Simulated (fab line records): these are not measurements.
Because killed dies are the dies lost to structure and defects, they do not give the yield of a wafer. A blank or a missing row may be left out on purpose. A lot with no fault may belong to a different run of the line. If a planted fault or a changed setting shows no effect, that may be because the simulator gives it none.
Split-lot experiment | flow sky130 | route with 708 steps; 5 lots, 23 wafers read

## ON THE SPLIT
At SKY_VIA2_DEVELOP_11 (develop time 60 s), the setting dev_temp_c was moved away from the recipe's 21 C on 11 of the 23 wafers read, by -17.6% to +17.9%. This setting was run at the recipe's value on the other wafers.

Between the split and the reading, the file records no step.

## THE READING
Shown in nm: cd_nm at SKY_VIA2_CD_MEAS_12, with target cd 200 nm. A value of 199.2 nm with a standard deviation of 0.93 nm is what fault-free wafers of this fab line usually give.

wafer  | tool, chamber at the split | dev_temp_c as run, C | against the recipe | cd_nm, nm | against lot-mates on the recipe
L075.1 | litho_track-04, 0          | 21                   | recipe             | 199.1     | -
L075.2 | litho_track-04, 0          | 24.75                | +17.9%             | 201.2     | +1.7
L075.4 | litho_track-04, 0          | 21                   | recipe             | 199.9     | -
L075.5 | litho_track-04, 0          | 24.75                | +17.9%             | 201.3     | +1.8
L075.6 | litho_track-04, 0          | 24.75                | +17.9%             | 202.0     | +2.5
L078.1 | litho_track-01, 0          | 21                   | recipe             | 199.2     | -
L078.4 | litho_track-01, 0          | 21                   | recipe             | 199.8     | -
L078.6 | litho_track-01, 0          | 21                   | recipe             | 198.8     | -
L079.1 | litho_track-03, 0          | 17.87                | -14.9%             | 195.9     | -3.4
L079.3 | litho_track-03, 0          | 21                   | recipe             | 198.5     | -
L079.4 | litho_track-03, 0          | 21                   | recipe             | 200.1     | -
L079.5 | litho_track-03, 0          | 17.87                | -14.9%             | 195.7     | -3.6
L079.6 | litho_track-03, 0          | 17.87                | -14.9%             | 196.4     | -2.9
L084.1 | litho_track-01, 0          | 21                   | recipe             | 200.4     | -
L084.3 | litho_track-01, 0          | 19.2                 | -8.6%              | 197.6     | -2.0
L084.4 | litho_track-01, 0          | 21                   | recipe             | 199.5     | -
L084.5 | litho_track-01, 0          | 19.2                 | -8.6%              | 198.5     | -1.1
L084.6 | litho_track-01, 0          | 21                   | recipe             | 198.9     | -
L085.1 | litho_track-03, 0          | 21                   | recipe             | 200.5     | -
L085.2 | litho_track-03, 0          | 17.3                 | -17.6%             | 196.6     | -3.5
L085.3 | litho_track-03, 0          | 21                   | recipe             | 199.7     | -
L085.4 | litho_track-03, 0          | 17.3                 | -17.6%             | 195.5     | -4.6
L085.6 | litho_track-03, 0          | 17.3                 | -17.6%             | 196.5     | -3.6

THE FIT
A straight line over all 23 wafers: cd_nm changes by +0.165 nm for each +1% of dev_temp_c; r = +0.93; the points scatter about the line by 0.71 nm.
The same after taking each lot's own level away (the mean of its wafers on the recipe; 23 wafers): +0.172 nm for each +1%; r = +0.94; scatter 0.68 nm.
That fit puts the effect of the largest move of dev_temp_c on the reading at 3.1 nm.
From 199.27 to 200.10 nm: that is the span of the lots' own levels, equal to 0.9 times the standard deviation above.
The two slopes are in agreement: the lot-to-lot level therefore moves the slope only a little.
Check: for one of the wafers moved furthest among these (+17.9%), held out of the fit, the line's prediction against its lot-mates is +2.99 nm. Against them it came out at +1.7 nm.

## FURTHER SPLITS ON THESE WAFERS
Note: prior to the reading, these wafers also went through further splits. Each is held against what the fit with the lots' levels taken away leaves over:
other split on the same wafers          | wafers away from the commonest value | r with cd_nm (lot level and that fit taken away)
SKY_CONTACT_STRIP_19 power_w            | 12                                   | -0.06
SKY_METAL1_COAT_09 resist_thk_nm        | 7                                    | +0.12
SKY_VIA1_HDPCVD_00 sih4_flow_sccm       | 7                                    | +0.24
SKY_VIA1_SPUTTER_20 chamber_pressure_pa | 18                                   | +0.03
SKY_METAL2_SPUTTER_04 power_w           | 9                                    | +0.07
SKY_VIA2_HDPCVD_00 sih4_flow_sccm       | 4                                    | -0.17

## THE WHOLE CHAIN: every reading that the file lists as answering this split, in the file's order
step                | what it does                                                         | reading                                                     | change (the file's fit)               | r (the file's)
SKY_VIA2_CD_MEAS_12 | target cd 200 nm                                                     | cd_nm                                                       | +0.18 nm for each +1% of the setting  | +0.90
SKY_VIA2_ETCH_14    | etches BARC in N2/H2, stops on SiO2, time 45.9 s, target depth 60 nm | VIA2.cd_nm (the simulator's own value, which no gauge read) | +0.223 nm for each +1% of the setting | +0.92

## THE FILE'S OWN FIT
cd_nm changes by +0.18 nm for each +1% of dev_temp_c, r = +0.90.
